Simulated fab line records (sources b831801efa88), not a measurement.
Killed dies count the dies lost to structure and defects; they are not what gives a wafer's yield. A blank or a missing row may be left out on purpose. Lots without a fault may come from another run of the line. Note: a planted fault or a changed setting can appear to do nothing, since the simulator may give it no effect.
fab line records	flow sky130
record: lots: 7	wafers: 21	last_day: 51
route steps=708 shown VIA3@578 PAD_OPEN@708
lots untouched by any fault: they come from a run of this same line in which no faults occurred
start_h: hours from the record's opening day to when the first of the lot's shown wafers began	wait_h: hours since the lot's step before	" unchanged from the row above	L1.1+2: several wafers, shown together as one row	- no value present, or no start provided	* or withheld: withheld	< > ~ a bound
route shown NAME@n: NAME is a module with steps in the file, n the number in the route of the first one	usual: average and standard deviation across the fault-free wafers	same: alike in all rows	chamber/n: place in a boat	sites: readings site by site	_std_site: standard deviation of those values	_edge_site: the outer-site mean with the inner-site mean subtracted	radius_mm: for every site, how far away it sits from the centre of the wafer	mask NAME#n: copy n	behind: the most recent tool/chamber to have shaped the wafer	hold: what put the lot on hold/how long, in hours/how the hold closed	device: the transistor (n, p or np) that didn't switch	end of line: the tests these same wafers got at the end of their route	for a step that has no rows: nothing shown but its recipe	killed: dies that structure and defects cost at the first sort, which is not the same as the wafer's yield	map: the dies of a wafer, with x for killed, . for not killed, _ for no die there
set.NAME: the setting the step ran with; set.NAME@STEP: the setting that earlier step ran with	model.NAME: the simulator's own value behind a step, which no gauge read
lots at some steps of the route; a table a step, a row a wafer
services: the hour from which a tool's chamber was out of use, counted from the record's first day as start_h (under 0 if before that day), plus the number of hours and why
== steps ==
step: SKY_VIA3_HMDS_05
recipe: prime_time_s: 60	prime_temp_c: 120
step: SKY_VIA3_COAT_06
recipe: resist: BARC	temp_c: withheld	time_s: withheld	spin_rpm: 3000	resist_thk_nm: 60
step: SKY_VIA3_COAT_07
recipe: resist: KrF-thick	spin_rpm: 3000	resist_thk_nm: 450
step: SKY_VIA3_SOFTBAKE_08
recipe: temp_c: 100	time_s: 90	resist: KrF-thick
step: SKY_VIA3_EXPOSE_09
recipe: mask_id: VIM3	na: 0.8	source_shape: annular	sigma_inner: 0.55	sigma_outer: 0.85	target_cd_nm: 200	dose_mj: 38
step: SKY_VIA3_PEB_10
recipe: peb_temp_c: withheld	peb_time_s: withheld	resist: KrF-thick
step: SKY_VIA3_DEVELOP_11
recipe: develop_time_s: 60	resist: KrF-thick	dev_temp_c: 21
step: SKY_VIA3_CD_MEAS_12
recipe: target_cd_nm: 200
usual: cd_nm: 200.3/1.4
lot.wafer	tool	chamber	start_h	wait_h	cd_nm
L476.2	cd_sem-02	-	915.14	-	199.3
L476.5	"	-	"	"	200.3
L476.6	"	-	"	"	201.5
L479.3	cd_sem-02	-	944.68	-	201.7
L479.4	"	-	"	"	202.9
L479.5	"	-	"	"	202.0
L492.2	cd_sem-01	-	1051.29	-	197.8
L492.4	"	-	"	"	198.3
L492.6	"	-	"	"	197.4
L493.1	cd_sem-02	-	1055.62	-	201.0
L493.5	"	-	"	"	201.1
L493.6	"	-	"	"	200.7
L494.1	cd_sem-02	-	1060.82	-	200.6
L494.2	"	-	"	"	200.4
L494.4	"	-	"	"	199.6
L498.2	cd_sem-02	-	1079.06	-	199.7
L498.4	"	-	"	"	200.1
L498.6	"	-	"	"	199.6
L499.3	cd_sem-02	-	1108.81	-	201.9
L499.5	"	-	"	"	200.4
L499.6	"	-	"	"	200.6
step: SKY_VIA3_OVL_MEAS_13
usual: VIA3_OVL: 1/5.8
lot.wafer	tool	chamber	start_h	wait_h	VIA3_OVL[nm]
L476.2	overlay-02	-	915.24	0.1	-2
L476.5	"	-	"	"	-1
L476.6	"	-	"	"	4
L479.3	overlay-02	-	944.77	0.1	-7
L479.4	"	-	"	"	-3
L479.5	"	-	"	"	-5
L492.2	overlay-01	-	1051.40	0.1	-3
L492.4	"	-	"	"	-1
L492.6	"	-	"	"	-1
L493.1	overlay-01	-	1055.74	0.1	-2
L493.5	"	-	"	"	-3
L493.6	"	-	"	"	0
L494.1	overlay-02	-	1060.94	0.1	2
L494.2	"	-	"	"	13
L494.4	"	-	"	"	4
L498.2	overlay-01	-	1079.17	0.1	-3
L498.4	"	-	"	"	3
L498.6	"	-	"	"	-3
L499.3	overlay-01	-	1108.90	0.1	2
L499.5	"	-	"	"	0
L499.6	"	-	"	"	-6
step: SKY_VIA3_ETCH_14
recipe: chemistry: N2/H2	target: BARC	ion_energy_ev: 200	source_w: 500	bias_w: 100	pressure_mtorr: 30	n2_flow_sccm: 100	h2_flow_sccm: 200	stop_on: SiO2	time_s: 45.9	target_depth_a: 600
usual: drypump_motor_current_A: 5.6/0.38	oes_product_au: 0.855/0.0045	throttle_valve_pct: 13.226/0.0081
lot.wafer	tool	chamber	start_h	wait_h	drypump_motor_current_A	oes_product_au	rf_hours_counter_h	throttle_valve_pct
L476.2	rie_diel-03	1	915.27	0.0	5.8	0.851	22	13.230
L476.5	"	3	"	"	5.9	0.857	-	13.211
L476.6	"	0	"	"	5.1	0.850	-	13.229
L479.3	rie_diel-03	1	944.80	0.0	5.8	0.856	23	13.224
L479.4	"	3	"	"	5.9	0.854	4	13.214
L479.5	"	3	"	"	5.9	0.858	-	13.215
L492.2	rie_diel-01	1	1051.43	0.0	5.3	0.846	22	13.236
L492.4	"	3	"	"	6.0	0.861	24	13.223
L492.6	"	1	"	"	5.2	0.861	-	13.224
L493.1	rie_diel-01	0	1055.77	0.0	5.2	0.851	22	13.240
L493.5	"	1	"	"	5.3	0.857	-	13.224
L493.6	"	0	"	"	5.2	0.854	-	13.229
L494.1	rie_diel-01	3	1060.97	0.0	6.0	0.852	24	13.228
L494.2	"	2	"	"	5.1	0.853	16	13.223
L494.4	"	1	"	"	5.2	0.858	23	13.229
L498.2	rie_diel-03	2	1079.20	0.0	6.0	0.848	11	13.234
L498.4	"	1	"	"	5.8	0.856	27	13.225
L498.6	"	0	"	"	5.1	0.851	-	13.227
L499.3	rie_diel-01	2	1108.93	0.0	5.1	0.866	18	13.233
L499.5	"	2	"	"	5.1	0.848	-	13.240
L499.6	"	3	"	"	6.0	0.857	-	13.211
step: SKY_VIA3_ETCH_15
recipe: target: SiO2	chemistry: C4F8/O2/Ar	target_depth_nm: 507	stop_on: TiN	mask_material: KrF-thick	source_w: 1500	bias_w: 1200	pressure_mtorr: 40	c4f8_flow_sccm: withheld	O2_flow_sccm: 6	Ar_flow_sccm: 300	time_s: 78
usual: oes_product_au: 0.947/0.0046
lot.wafer	tool	chamber	start_h	wait_h	oes_product_au	rf_hours_counter_h
L476.2	rie_diel-03	1	915.31	0.0	0.943	22
L476.5	"	3	"	"	0.953	-
L476.6	"	0	"	"	0.952	-
L479.3	rie_diel-03	1	944.84	0.0	0.948	23
L479.4	"	3	"	"	0.949	4
L479.5	"	3	"	"	0.944	-
L492.2	rie_diel-01	1	1051.47	0.0	0.948	22
L492.4	"	3	"	"	0.945	24
L492.6	"	1	"	"	0.945	-
L493.1	rie_diel-01	0	1055.82	0.0	0.949	22
L493.5	"	1	"	"	0.949	-
L493.6	"	0	"	"	0.954	-
L494.1	rie_diel-01	3	1061.02	0.0	0.941	24
L494.2	"	2	"	"	0.945	16
L494.4	"	1	"	"	0.941	23
L498.2	rie_diel-03	2	1079.24	0.0	0.949	11
L498.4	"	1	"	"	0.953	27
L498.6	"	0	"	"	0.947	-
L499.3	rie_diel-01	2	1108.97	0.0	0.946	18
L499.5	"	2	"	"	0.944	-
L499.6	"	3	"	"	0.950	-
step: SKY_VIA3_STRIP_16
recipe: chemistry: O2/N2	power_w: 1400	pressure_mtorr: 1500	platen_temp_c: withheld	o2_flow_sccm: 3000	n2_flow_sccm: 300	overash_fraction: 0.5
usual: chamber_pressure_mTorr: 1500/6.9	drypump_motor_current_A: 5.8/0.45	oes_product_au: 0.403/0.0047	strip_time_to_endpoint_s: 4.137/0.027
lot.wafer	tool	chamber	start_h	wait_h	chamber_pressure_mTorr	drypump_motor_current_A	oes_product_au	rf_hours_counter_h	strip_time_to_endpoint_s
L476.2	plasma_asher-01	0	915.37	0.0	1500	6.7	0.408	18	4.164
L476.5	"	1	"	"	1499	5.7	0.404	-	4.166
L476.6	"	0	"	"	1500	6.7	0.401	-	4.103
L479.3	plasma_asher-04	1	944.93	0.1	1499	5.3	0.414	-	4.171
L479.4	"	0	"	"	1499	5.3	0.401	-	4.170
L479.5	"	0	"	"	1499	5.3	0.402	-	4.179
L492.2	plasma_asher-02	1	1051.53	0.0	1501	6.0	0.397	91	4.099
L492.4	"	1	"	"	1501	5.9	0.407	-	4.140
L492.6	"	1	"	"	1502	6.0	0.410	-	4.122
L493.1	plasma_asher-01	1	1055.88	0.0	1502	5.7	0.410	30	4.111
L493.5	"	1	"	"	1502	5.7	0.396	-	4.085
L493.6	"	0	"	"	1500	6.7	0.396	-	4.103
L494.1	plasma_asher-02	0	1061.08	0.0	1500	5.8	0.401	93	4.116
L494.2	"	1	"	"	1498	6.0	0.407	93	4.192
L494.4	"	0	"	"	1419	5.8	0.401	-	4.081
L498.2	plasma_asher-01	1	1079.30	0.0	1502	5.7	0.405	33	4.103
L498.4	"	0	"	"	1500	6.7	0.401	-	4.183
L498.6	"	1	"	"	1502	5.7	0.405	-	4.095
L499.3	plasma_asher-02	1	1109.06	0.1	1502	5.9	0.409	-	4.163
L499.5	"	0	"	"	1499	5.8	0.405	-	4.172
L499.6	"	1	"	"	1501	6.0	0.410	-	4.136
step: SKY_VIA3_STRIP_17
recipe: chemistry: post_etch_residue_remover	time_s: 1200	temp_c: 72.5
usual: bath_guard_temp_C: 72.5/0.47	bath_heat_duty_pct: 14.4/1.7
lot.wafer	tool	chamber	start_h	wait_h	bath_guard_temp_C	bath_heat_duty_pct
L476.2	wet_bench-03	3	915.47	0.1	72.8	15.3
L476.5	"	3	"	"	73.0	17.0
L476.6	"	3	"	"	72.8	17.9
L479.3	wet_bench-01	2	945.00	0.0	72.1	13.6
L479.4	"	2	"	"	71.9	13.0
L479.5	"	2	"	"	72.4	13.3
L492.2	wet_bench-01	3	1051.63	0.1	-	-
L492.4	"	3	"	"	-	-
L492.6	"	3	"	"	-	-
L493.1	wet_bench-04	3	1055.98	0.1	-	-
L493.5	"	3	"	"	-	-
L493.6	"	3	"	"	-	-
L494.1	wet_bench-04	3	1061.18	0.1	-	-
L494.2	"	3	"	"	-	-
L494.4	"	3	"	"	-	-
L498.2	wet_bench-04	2	1079.40	0.1	71.8	15.1
L498.4	"	2	"	"	72.0	14.8
L498.6	"	2	"	"	71.9	15.2
L499.3	wet_bench-04	1	1109.24	0.1	72.6	14.9
L499.5	"	1	"	"	72.5	13.7
L499.6	"	1	"	"	72.4	13.9
step: SKY_VIA3_CLEAN_18
recipe: chemistry: IPA	time_s: 180	temp_c: 25
step: SKY_PAD_OPEN_PROBE_99
usual: defect_limited_yield: 82.3/2.1	killed_at_M0_to_M3: 44/7.2	killed_at_M4_up: 3.1/1.7	killed_at_contacts: 24/5.2	killed_at_front_end: 15/4.1	killed_at_other: 0.3/0.61	killed_dies: 87/10	killed_open: 48/7.5	killed_short: 39/6.6	sort_bin_3_pad_short: 0.8/0.39	sort_bin_5_function: 10.4/1.7	sort_bin_6_memory: 6.5/1.1	sort_n_pass: 405/10	sort_yield_pct: 82.3/2.1
same: gross_dies: 492	killed_at_back_side: 0	sort_bin_4_leakage[%]: 0	sort_bin_8_speed[%]: 0
lot.wafer	tool	chamber	start_h	wait_h	defect_limited_yield[%]	killed_at_M0_to_M3	killed_at_M4_up	killed_at_contacts	killed_at_front_end	killed_at_other	killed_dies	killed_open	killed_short	sort_bin_3_pad_short[%]	sort_bin_5_function[%]	sort_bin_6_memory[%]	sort_n_pass	sort_yield_pct[%]	model.etest.via3_chain.rc_ohm
L476.2	prober-01	-	1064.01	0.1	80.1	56	3	22	14	3	98	60	36	1.0	13.0	5.9	394	80.1	10.11
L476.5	prober-01	-	1064.16	0.2	82.7	41	3	30	11	0	85	37	46	0.6	8.9	7.7	407	82.7	9.499
L476.6	prober-01	-	1064.21	0.2	81.5	43	3	31	13	1	91	44	46	0.6	10.8	7.1	401	81.5	9.734
L479.3	prober-02	-	1089.09	0.2	82.5	50	5	19	12	0	86	50	36	1.2	10.0	6.3	406	82.5	9.11
L479.4	prober-02	-	1089.14	0.2	86.4	41	2	14	9	1	67	34	33	0.6	7.5	5.5	425	86.4	9.29
L479.5	prober-02	-	1089.19	0.2	81.3	49	4	26	13	0	92	51	41	0.8	11.2	6.7	400	81.3	9.368
L492.2	prober-01	-	1173.02	0.1	82.5	50	6	14	16	0	86	50	35	0.4	12.6	4.5	406	82.5	12.47
L492.4	prober-01	-	1173.12	0.2	82.3	50	4	20	12	1	87	45	40	0.8	10.6	6.3	405	82.3	11.85
L492.6	prober-01	-	1173.22	0.2	80.7	55	1	26	13	0	95	57	37	0.8	13.8	4.7	397	80.7	12.54
L493.1	prober-02	-	1179.12	0.1	83.7	36	3	25	16	0	80	45	35	0.6	9.6	6.1	412	83.7	12.1
L493.5	prober-02	-	1179.32	0.2	82.1	42	1	24	21	0	88	46	42	0.8	12.2	4.9	404	82.1	12.23
L493.6	prober-02	-	1179.37	0.2	81.3	54	4	15	19	0	92	53	39	1.2	9.6	7.9	400	81.3	11.8
L494.1	prober-01	-	1182.70	0.1	83.7	34	1	27	17	1	80	45	35	0.2	9.6	6.5	412	83.7	11.6
L494.2	prober-01	-	1182.75	0.1	82.1	35	2	31	20	0	88	47	39	0.8	10.0	7.1	404	82.1	11.87
L494.4	prober-01	-	1182.85	0.2	86.6	32	2	16	16	0	66	35	31	1.0	6.7	5.7	426	86.6	12.31
L498.2	prober-01	-	1197.64	0.1	81.5	43	2	27	18	1	91	40	50	0.8	12.0	5.7	401	81.5	9.967
L498.4	prober-01	-	1197.74	0.2	82.1	42	4	24	18	0	88	47	41	0.6	9.8	7.5	404	82.1	9.6
L498.6	prober-01	-	1197.84	0.2	82.9	44	1	17	21	1	84	49	35	1.2	10.0	5.9	408	82.9	10.35
L499.3	prober-01	-	1219.05	0.2	84.6	40	2	22	12	0	76	44	32	1.2	8.1	6.1	416	84.6	9.967
L499.5	prober-01	-	1219.15	0.2	80.7	50	3	28	14	0	95	53	42	0.6	12.4	6.3	397	80.7	9.902
L499.6	prober-01	-	1219.20	0.2	79.5	48	3	33	17	0	101	49	52	1.4	12.0	7.1	391	79.5	9.85
killed by level:class
L476.2 VIA1:geometric_particle:open=16 CONTACT:geometric_particle:open=10 VIA3:geometric_particle:open=10 VIA2:geometric_particle:open=7 CONTACT:geometric_particle:short=6 METAL2:geometric_particle:short=6 FIELD_ISO:geometric_particle:short=5 METAL1:geometric_particle:short=4
L476.5 VIA1:geometric_particle:open=11 METAL1:geometric_particle:short=7 LI_CONTACT:geometric_particle:short=7 CONTACT:geometric_particle:open=7 LI_CONTACT:geometric_particle:open=6 VIA1:geometric_particle:short=6 LOCAL_INTERCONNECT:geometric_particle:short=5 CONTACT:geometric_particle:short=5
L476.6 CONTACT:geometric_particle:open=10 METAL1:geometric_particle:short=10 VIA1:geometric_particle:open=10 CONTACT:geometric_particle:short=9 VIA1:geometric_particle:short=6 LI_CONTACT:geometric_particle:open=5 VIA3:geometric_particle:open=5 FIELD_ISO:geometric_particle:short=4
L479.3 METAL2:geometric_particle:short=13 VIA2:geometric_particle:open=11 VIA1:geometric_particle:open=8 CONTACT:geometric_particle:open=7 LI_CONTACT:geometric_particle:open=5 FIELD_ISO:geometric_particle:open=4 METAL1:geometric_particle:short=4 POLY_GATE:geometric_particle:open=3
L479.4 VIA1:geometric_particle:open=8 VIA2:geometric_particle:short=7 VIA2:geometric_particle:open=5 LI_CONTACT:geometric_particle:open=5 METAL1:geometric_particle:short=5 CONTACT:geometric_particle:open=4 METAL3:geometric_particle:short=4 FIELD_ISO:geometric_particle:short=3
L479.5 VIA2:geometric_particle:open=14 CONTACT:geometric_particle:open=10 VIA1:geometric_particle:open=8 LI_CONTACT:geometric_particle:open=6 METAL1:geometric_particle:short=6 METAL2:geometric_particle:short=6 FIELD_ISO:geometric_particle:short=5 CONTACT:geometric_particle:short=5
L492.2 VIA1:geometric_particle:open=10 VIA2:geometric_particle:open=7 VIA3:geometric_particle:open=7 CONTACT:geometric_particle:open=7 METAL2:geometric_particle:short=7 VIA1:geometric_particle:short=6 METAL4:geometric_particle:short=5 METAL1:geometric_particle:open=4
L492.4 VIA1:geometric_particle:open=12 METAL1:geometric_particle:short=9 VIA1:geometric_particle:short=7 LI_CONTACT:geometric_particle:open=6 CONTACT:geometric_particle:open=6 VIA3:geometric_particle:open=6 VIA2:geometric_particle:short=5 LOCAL_INTERCONNECT:geometric_particle:short=4
L492.6 VIA1:geometric_particle:open=17 CONTACT:geometric_particle:open=10 METAL2:geometric_particle:short=9 VIA2:geometric_particle:open=9 LI_CONTACT:geometric_particle:open=7 POLY_GATE:geometric_particle:open=4 POLY_GATE:geometric_particle:short=4 LOCAL_INTERCONNECT:geometric_particle:short=4
L493.1 CONTACT:geometric_particle:open=11 VIA1:geometric_particle:open=10 METAL1:geometric_particle:short=6 VIA2:geometric_particle:open=5 FIELD_ISO:geometric_particle:open=4 LI_CONTACT:geometric_particle:open=4 VIA2:geometric_particle:short=4 POLY_GATE:geometric_particle:short=3
L493.5 CONTACT:geometric_particle:open=12 VIA2:geometric_particle:open=9 METAL1:geometric_particle:short=7 POLY_GATE:geometric_particle:short=6 LI_CONTACT:geometric_particle:open=5 LOCAL_INTERCONNECT:geometric_particle:short=5 VIA1:geometric_particle:short=5 METAL2:geometric_particle:short=5
L493.6 METAL1:geometric_particle:short=12 VIA3:geometric_particle:open=10 VIA1:geometric_particle:open=9 VIA2:geometric_particle:open=8 CONTACT:geometric_particle:open=7 METAL2:geometric_particle:short=7 FIELD_ISO:geometric_particle:open=4 POLY_GATE:geometric_particle:short=4
L494.1 LI_CONTACT:geometric_particle:open=8 VIA1:geometric_particle:open=8 CONTACT:geometric_particle:open=7 POLY_GATE:geometric_particle:open=6 LI_CONTACT:geometric_particle:short=6 FIELD_ISO:geometric_particle:open=5 METAL1:geometric_particle:short=5 METAL2:geometric_particle:short=4
L494.2 CONTACT:geometric_particle:open=16 METAL2:geometric_particle:short=9 VIA1:geometric_particle:open=8 POLY_GATE:geometric_particle:short=7 VIA3:geometric_particle:open=5 FIELD_ISO:geometric_particle:short=4 LI_CONTACT:geometric_particle:open=4 CONTACT:geometric_particle:short=4
L494.4 CONTACT:geometric_particle:open=8 VIA3:geometric_particle:open=8 FIELD_ISO:geometric_particle:short=7 METAL2:geometric_particle:short=5 FIELD_ISO:geometric_particle:open=4 POLY_GATE:geometric_particle:short=4 VIA3:geometric_particle:short=4 LI_CONTACT:geometric_particle:open=4
L498.2 METAL1:geometric_particle:short=10 CONTACT:geometric_particle:open=8 LI_CONTACT:geometric_particle:open=7 LOCAL_INTERCONNECT:geometric_particle:short=6 VIA1:geometric_particle:open=6 VIA1:geometric_particle:short=6 METAL2:geometric_particle:short=6 VIA3:geometric_particle:open=5
L498.4 VIA2:geometric_particle:open=9 VIA1:geometric_particle:open=8 LI_CONTACT:geometric_particle:open=6 VIA3:geometric_particle:open=6 LOCAL_INTERCONNECT:geometric_particle:short=5 CONTACT:geometric_particle:open=5 VIA1:geometric_particle:short=5 METAL2:geometric_particle:short=5
L498.6 VIA1:geometric_particle:open=8 POLY_GATE:geometric_particle:short=7 LI_CONTACT:geometric_particle:open=7 METAL2:geometric_particle:short=6 VIA3:geometric_particle:open=6 CONTACT:geometric_particle:open=5 VIA2:geometric_particle:short=5 FIELD_ISO:geometric_particle:open=4
L499.3 CONTACT:geometric_particle:open=12 VIA1:geometric_particle:open=7 METAL1:geometric_particle:short=7 VIA2:geometric_particle:open=7 VIA1:geometric_particle:short=5 LI_CONTACT:geometric_particle:short=4 METAL2:geometric_particle:short=4 VIA3:geometric_particle:open=4
L499.5 VIA1:geometric_particle:open=13 CONTACT:geometric_particle:open=11 METAL2:geometric_particle:short=10 LI_CONTACT:geometric_particle:open=7 FIELD_ISO:geometric_particle:short=6 LOCAL_INTERCONNECT:geometric_particle:open=4 CONTACT:geometric_particle:short=4 METAL1:geometric_particle:short=4
L499.6 METAL2:geometric_particle:short=15 CONTACT:geometric_particle:open=10 LI_CONTACT:geometric_particle:open=8 CONTACT:geometric_particle:short=7 VIA1:geometric_particle:open=6 VIA2:geometric_particle:open=6 FIELD_ISO:geometric_particle:open=5 LOCAL_INTERCONNECT:geometric_particle:short=5
== services ==
tool	chamber	start_h	hours	kind
rie_diel-03	2	912.22	7.2	repair
wet_bench-03	-	922.86	2.5	repair
rie_diel-01	3	931.31	23.7	repair
plasma_asher-04	-	932.23	0.7	repair
rie_diel-01	0	956.89	9.9	repair
rie_diel-01	-	974.10	2.8	pm
rie_diel-01	2	984.63	15.8	repair
plasma_asher-02	-	1004.06	3.9	repair
plasma_asher-01	-	1017.30	14.6	pm
rie_diel-03	0	1022.98	1.6	repair
rie_diel-03	1	1024.50	2.0	repair
plasma_asher-04	-	1055.25	9.0	pm
plasma_asher-04	0	1055.25	9.0	vent_cycle
plasma_asher-04	1	1055.25	9.0	vent_cycle
rie_diel-03	3	1064.07	7.6	repair
plasma_asher-04	0	1064.25	-	clean
plasma_asher-04	1	1064.25	-	clean
plasma_asher-01	-	1071.21	0.3	repair
rie_diel-01	1	1078.59	32.7	repair
plasma_asher-04	-	1079.59	3.3	repair
== key ==
first_sign: step: SKY_VIA3_STRIP_17	reading: tool_record	direction: missing
effect none on later readings
model_effect: step: SKY_PAD_OPEN_PROBE_99	value: etest.via3_chain.rc_ohm	without: 9.714	struck: 12.08
met_at SKY_VIA3_STRIP_17
struck_wafers L492.2,L492.4,L492.6,L493.1,L493.5,L493.6,L494.1,L494.2,L494.4
onset_between 945.00 1051.63
fault: kind: skipped_step_whole	tool: wet_bench-01,wet_bench-04	chamber: -	onset_h: 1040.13	steps: SKY_VIA3_STRIP_17	scope: struck_lots_only
